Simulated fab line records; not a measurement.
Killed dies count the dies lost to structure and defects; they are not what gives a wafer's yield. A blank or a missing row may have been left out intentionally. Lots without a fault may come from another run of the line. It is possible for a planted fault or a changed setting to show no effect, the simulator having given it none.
Commonality check across tools || flow gf180mcu || 14 lots and 42 wafers in the sample

REASON FOR OPENING
Of 14 lots, 2 have the reading LVPWELL_TW flagged at GF_LVPWELL_TW_MEAS_11. Wafers without a fault read 557.1, standard deviation 2.8.
Rule: flag the lot when none of its wafers has a number, or when each of its wafers that has one lies beyond 4 standard deviations from that mean. The other lots count as sound.

{"lot": "L841", "measured": "day 3 23:47", "on": "filmMetro-01", "LVPWELL_TW, wafer by wafer": "559.4 558.5 557.9", "flag": ""}
{"lot": "L842", "measured": "day 4 04:51", "on": "filmMetro-04", "LVPWELL_TW, wafer by wafer": "552.2 558.1 553.4", "flag": ""}
{"lot": "L843", "measured": "day 4 10:58", "on": "filmMetro-04", "LVPWELL_TW, wafer by wafer": "553.4 558.3 552.0", "flag": ""}
{"lot": "L844", "measured": "day 4 16:14", "on": "filmMetro-04", "LVPWELL_TW, wafer by wafer": "552.1 555.8 553.7", "flag": ""}
{"lot": "L845", "measured": "day 4 21:30", "on": "filmMetro-01", "LVPWELL_TW, wafer by wafer": "560.7 555.9 555.7", "flag": ""}
{"lot": "L847", "measured": "day 5 07:48", "on": "filmMetro-03", "LVPWELL_TW, wafer by wafer": "554.8 557.4 553.8", "flag": ""}
{"lot": "L848", "measured": "day 5 11:11", "on": "filmMetro-03", "LVPWELL_TW, wafer by wafer": "554.4 556.7 555.4", "flag": ""}
{"lot": "L850", "measured": "day 6 00:11", "on": "filmMetro-04", "LVPWELL_TW, wafer by wafer": "558.0 557.0 561.6", "flag": ""}
{"lot": "L851", "measured": "day 6 05:38", "on": "filmMetro-01", "LVPWELL_TW, wafer by wafer": "557.3 553.5 551.8", "flag": ""}
{"lot": "L852", "measured": "day 6 11:19", "on": "filmMetro-04", "LVPWELL_TW, wafer by wafer": "559.1 559.7 558.0", "flag": ""}
{"lot": "L861", "measured": "day 8 14:58", "on": "filmMetro-04", "LVPWELL_TW, wafer by wafer": "30.0 30.0 29.9", "flag": "FLAGGED"}
{"lot": "L862", "measured": "day 8 20:01", "on": "filmMetro-01", "LVPWELL_TW, wafer by wafer": "30.0 29.8 29.8", "flag": "FLAGGED"}
{"lot": "L863", "measured": "day 9 00:46", "on": "filmMetro-04", "LVPWELL_TW, wafer by wafer": "556.1 554.8 553.7", "flag": ""}
{"lot": "L864", "measured": "day 9 06:37", "on": "filmMetro-01", "LVPWELL_TW, wafer by wafer": "557.1 555.7 557.4", "flag": ""}
Flagged lots average 29.9: -527.2 relative to the usual, that is -99 or more standard deviations.

WHICH TOOL EACH LOT WENT THROUGH
The record holds 2 process steps before the reading, out of a route of 602 steps. In each cell: the tool, then ch and the chambers that the sampled wafers went through, then the start.
{"lot": "L841", "flag": "", "GF_NWELL_STRIP_10": "plasmaAsher-01 ch 0,1, day 3 10:22", "GF_LVPWELL_STRIP_10": "plasmaAsher-02 ch 0,1, day 3 23:41"}
{"lot": "L842", "flag": "", "GF_NWELL_STRIP_10": "plasmaAsher-02 ch 0,1, day 3 15:12", "GF_LVPWELL_STRIP_10": "plasmaAsher-04 ch 0,1, day 4 04:46"}
{"lot": "L843", "flag": "", "GF_NWELL_STRIP_10": "plasmaAsher-02 ch 0,1, day 3 21:28", "GF_LVPWELL_STRIP_10": "plasmaAsher-04 ch 0, day 4 10:52"}
{"lot": "L844", "flag": "", "GF_NWELL_STRIP_10": "plasmaAsher-02 ch 0,1, day 4 01:52", "GF_LVPWELL_STRIP_10": "plasmaAsher-03 ch 0, day 4 16:07"}
{"lot": "L845", "flag": "", "GF_NWELL_STRIP_10": "plasmaAsher-02 ch 0,1, day 4 07:33", "GF_LVPWELL_STRIP_10": "plasmaAsher-02 ch 0,1, day 4 21:25"}
{"lot": "L847", "flag": "", "GF_NWELL_STRIP_10": "plasmaAsher-02 ch 0,1, day 4 17:25", "GF_LVPWELL_STRIP_10": "plasmaAsher-03 ch 0,1, day 5 07:43"}
{"lot": "L848", "flag": "", "GF_NWELL_STRIP_10": "plasmaAsher-04 ch 0,1, day 4 20:49", "GF_LVPWELL_STRIP_10": "plasmaAsher-04 ch 0,1, day 5 11:05"}
{"lot": "L850", "flag": "", "GF_NWELL_STRIP_10": "plasmaAsher-01 ch 0,1, day 5 08:52", "GF_LVPWELL_STRIP_10": "plasmaAsher-02 ch 0,1, day 6 00:05"}
{"lot": "L851", "flag": "", "GF_NWELL_STRIP_10": "plasmaAsher-04 ch 0,1, day 5 15:01", "GF_LVPWELL_STRIP_10": "plasmaAsher-02 ch 0,1, day 6 05:32"}
{"lot": "L852", "flag": "", "GF_NWELL_STRIP_10": "plasmaAsher-01 ch 0,1, day 5 20:07", "GF_LVPWELL_STRIP_10": "plasmaAsher-03 ch 0,1, day 6 11:13"}
{"lot": "L861", "flag": "FLAGGED", "GF_NWELL_STRIP_10": "plasmaAsher-01 ch 0,1, day 7 22:25", "GF_LVPWELL_STRIP_10": "plasmaAsher-03 ch 1, day 8 14:52"}
{"lot": "L862", "flag": "FLAGGED", "GF_NWELL_STRIP_10": "plasmaAsher-02 ch 0,1, day 8 03:16", "GF_LVPWELL_STRIP_10": "plasmaAsher-04 ch 0,1, day 8 19:55"}
{"lot": "L863", "flag": "", "GF_NWELL_STRIP_10": "plasmaAsher-02 ch 0,1, day 8 07:49", "GF_LVPWELL_STRIP_10": "plasmaAsher-03 ch 0, day 9 00:40"}
{"lot": "L864", "flag": "", "GF_NWELL_STRIP_10": "plasmaAsher-02 ch 0,1, day 8 13:25", "GF_LVPWELL_STRIP_10": "plasmaAsher-02 ch 0,1, day 9 06:28"}
What these steps do:
- GF_NWELL_STRIP_10: strips in O2/N2.
- GF_LVPWELL_STRIP_10: strips in O2/N2.
- GF_LVPWELL_TW_MEAS_11

FLAGGED AGAINST TOTAL, ONE TOOL AT A TIME (gauges that did the reading follow at the end)
{"step": "GF_NWELL_STRIP_10", "tool": "plasmaAsher-01", "lots run": 4, "flagged": 1, "share of the flagged lots": "some", "sound lots run after its first flagged lot": 0}
{"step": "GF_NWELL_STRIP_10", "tool": "plasmaAsher-02", "lots run": 8, "flagged": 1, "share of the flagged lots": "some", "sound lots run after its first flagged lot": "2 (L863,L864)"}
{"step": "GF_NWELL_STRIP_10", "tool": "plasmaAsher-04", "lots run": 2, "flagged": 0, "share of the flagged lots": "none", "sound lots run after its first flagged lot": "-"}
{"step": "GF_LVPWELL_STRIP_10", "tool": "plasmaAsher-02", "lots run": 5, "flagged": 0, "share of the flagged lots": "none", "sound lots run after its first flagged lot": "-"}
{"step": "GF_LVPWELL_STRIP_10", "tool": "plasmaAsher-03", "lots run": 5, "flagged": 1, "share of the flagged lots": "some", "sound lots run after its first flagged lot": "1 (L863)"}
{"step": "GF_LVPWELL_STRIP_10", "tool": "plasmaAsher-04", "lots run": 4, "flagged": 1, "share of the flagged lots": "some", "sound lots run after its first flagged lot": 0}
{"step": "GF_LVPWELL_TW_MEAS_11", "tool": "filmMetro-01", "lots run": 5, "flagged": 1, "share of the flagged lots": "some", "sound lots run after its first flagged lot": "1 (L864)"}
{"step": "GF_LVPWELL_TW_MEAS_11", "tool": "filmMetro-03", "lots run": 2, "flagged": 0, "share of the flagged lots": "none", "sound lots run after its first flagged lot": "-"}
{"step": "GF_LVPWELL_TW_MEAS_11", "tool": "filmMetro-04", "lots run": 7, "flagged": 1, "share of the flagged lots": "some", "sound lots run after its first flagged lot": "1 (L863)"}

THE TABLE: WHAT IT ALLOWS
No row of the table ran every flagged lot.

WHAT THE SIMULATOR HAD INSERTED
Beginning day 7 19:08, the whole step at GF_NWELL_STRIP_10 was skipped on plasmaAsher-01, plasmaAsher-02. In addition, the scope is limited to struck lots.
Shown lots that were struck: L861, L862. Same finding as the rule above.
